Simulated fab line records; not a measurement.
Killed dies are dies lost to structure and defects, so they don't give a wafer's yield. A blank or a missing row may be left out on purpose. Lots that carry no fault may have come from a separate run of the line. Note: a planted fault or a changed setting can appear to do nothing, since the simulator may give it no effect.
A struck lot beside a sound one | flow sky130 | 15 steps out of a route of 708
Sound: these wafers, L141.2, L141.4, L141.6. Struck: wafers L133.3, L133.5, L133.6. The cause comes at the end.
Each step with rows lists, per side, the tool, then ch with its chambers, then its first start. Under that, the readings that differ: sound wafers | struck wafers | difference of the means | sigmas: that difference in standard deviations of wafers without a fault.
alike: words and numbers the same on both sides, and readings whose means are apart by under 2 such deviations; not compared: readings that were withheld, readings missing a value for some wafer, numbers with overlapping values and no deviation given by the record, and bounds like >300 which may hide the same value.
A row with sigmas, a row that says differs or no value, or rows on one side alone: a step with any of these is where the two part. Non-overlapping numbers with no deviation appear without sigmas and do not part them. A reading that every wafer of one side lacks parts them only if that side has two wafers or more.

SKY_CAP2M_SPUTTER_02: material TiN, target thk 200 nm, time 166.7 s.
  struck on pvdSputter-01, day 41 16:20; sound on pvdSputter-03, day 43 15:49
  alike: chamberPressurePa, substrateTempC, susceptorTempC, throttleValvePct
SKY_CAP2M_RS_MEAS_03: the measuring method here is four-point-probe.
  struck on filmMetro-01, day 41 16:29; sound on filmMetro-01, day 43 15:56
  alike: CAP2M_TIN_RS
SKY_CAP2M_THK_MEAS_04: measures by xrf.
  struck on filmMetro-01, day 41 16:35; sound on filmMetro-01, day 43 16:03
  alike: CAP2M_TIN_THK
then, 7 steps without rows for these wafers: SKY_CAP2M_DEHYDRATE_05 (time 60 s); SKY_CAP2M_HMDS_06 (prime time 60 s); SKY_CAP2M_COAT_07 (resist thk 1140 nm); SKY_CAP2M_SOFTBAKE_08 (time 60 s); SKY_CAP2M_EXPOSE_09 (exposes mask CAP2M, target cd 1000 nm); SKY_CAP2M_PEB_10; SKY_CAP2M_DEVELOP_11 (develop time 60 s).
SKY_CAP2M_OVL_MEAS_12:
  struck on overlay-01, day 42 16:07; sound on overlay-01, day 44 13:28
  alike: CAP2M_OVL
SKY_CAP2M_METAL_ETCH_13: etches TiN in Cl2/BCl3, stops on SiO2, target depth 220 nm, time 62.9 s.
  sound on rieMetal-01 ch 0,1, day 44 13:29; struck on rieMetal-04 ch 0,1, day 42 16:10
  alike: drypumpMotorCurrentA, oesProductAu, throttleValvePct
  not compared: rfHoursCounterH
SKY_CAP2M_STRIP_14: strips in O2/N2.
  sound on plasmaAsher-01 ch 0,1, day 44 13:34; struck on plasmaAsher-01 ch 0,1, day 42 16:15
  no value came back on the struck wafers for chamberPressureMTorr (mTorr), drypumpMotorCurrentA (A), oesProductAu (a.u.), stripTimeToEndpointS (s); on the sound wafers chamberPressureMTorr (mTorr) reads 1500.9 1501.6 1499.4
reading                                   | sound | struck            | difference | sigmas
model.NOVOLAK_of_CAP2M_COAT_07.thkNm (nm) | 0 0 0 | 986.6 987.7 992.5 | +988.9     | 
  not compared: rfHoursCounterH
then, 1 step without rows for these wafers: SKY_CAP2M_STRIP_15 (strips in post etch residue remover, time 1200 s).
-- the record jumps here: 5 days lie between the struck wafers' starts before and after (it left off in module CAP2M and takes up again in module PAD_OPEN, whose first step shown is number 708 of the route) --
SKY_PAD_OPEN_PROBE_99:
  only the struck wafers here have rows in the record (prober-02, day 47 11:32); the sound ones have none

== WHERE THEY PART ==
First at SKY_CAP2M_STRIP_14; last, within this record, at SKY_PAD_OPEN_PROBE_99.

WHY: what had been put in by the simulator
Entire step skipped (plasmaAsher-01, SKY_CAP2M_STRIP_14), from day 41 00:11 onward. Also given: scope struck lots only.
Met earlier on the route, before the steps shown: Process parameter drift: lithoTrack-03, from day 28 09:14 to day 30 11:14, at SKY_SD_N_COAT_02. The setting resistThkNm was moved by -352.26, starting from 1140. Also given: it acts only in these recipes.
